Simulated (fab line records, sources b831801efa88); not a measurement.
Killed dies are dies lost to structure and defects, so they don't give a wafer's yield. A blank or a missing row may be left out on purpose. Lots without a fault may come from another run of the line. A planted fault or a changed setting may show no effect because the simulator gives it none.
Which tool did it? | flow gf180mcu | 12 lots, 36 wafers sampled, at 2 steps of a route of 602

WHAT THE GAUGES READ, wafer by wafer
GF_V4_THK_MEAS_03.
lot  | measured     | on            | V4_CVD_02_THK (nm)
L075 | day 23 23:37 | film_metro-01 | 845 859 850
L077 | day 24 14:03 | film_metro-03 | 857 847 857
L079 | day 25 11:14 | film_metro-01 | 839 843 863
L081 | day 25 20:10 | film_metro-03 | 834 839 860
L083 | day 26 19:10 | film_metro-03 | 831 856 854
L085 | day 27 12:04 | film_metro-01 | 835 846 859
L087 | day 27 22:32 | film_metro-01 | 841 850 855
L089 | day 28 10:34 | film_metro-03 | 843 848 854
L091 | day 29 01:22 | film_metro-03 | 860 854 876
L093 | day 29 15:00 | film_metro-03 | 847 849 875
L095 | day 30 05:26 | film_metro-03 | 849 834 853
L097 | day 30 15:57 | film_metro-01 | 847 846 864

WHICH TOOL RAN EACH LOT (tool, then ch and the chambers of the sampled wafers, then the start)
lot  | GF_M3_STRIP_17
L075 | plasma_asher-02 ch 0,1, day 21 21:13
L077 | plasma_asher-04 ch 0, day 22 12:23
L079 | plasma_asher-02 ch 0, day 23 10:47
L081 | plasma_asher-02 ch 0,1, day 23 20:08
L083 | plasma_asher-02 ch 0,1, day 24 19:26
L085 | plasma_asher-04 ch 0,1, day 25 14:41
L087 | plasma_asher-02 ch 0,1, day 26 02:00
L089 | plasma_asher-01 ch 0,1, day 26 14:34
L091 | plasma_asher-02 ch 0,1, day 27 05:38
L093 | plasma_asher-02 ch 0,1, day 27 19:14
L095 | plasma_asher-02 ch 0,1, day 28 11:14
L097 | plasma_asher-02 ch 0,1, day 28 23:17
- GF_M3_STRIP_17: strips in O2/N2.

THE ANSWER, worked out from the rows above alone
Rule: what is usual is taken from the lots themselves. Put in order of their means at a reading, lots are off if they are a third of the lots or fewer, leave a main group of 4 or more, and stand apart from it by a gap of 3 or more times the standard deviation of the main group's means; of several such gaps the widest counts. A main group whose means are all the same, to the digits that the tables above print for the reading, isn't used. A lot without any number at a reading at which 4 lots or more have one is off too. The other lots that the step has rows for count as sound.
No lot is off at any reading shown: from this, nothing can be told.

WHAT THE SIMULATOR HAD PUT IN
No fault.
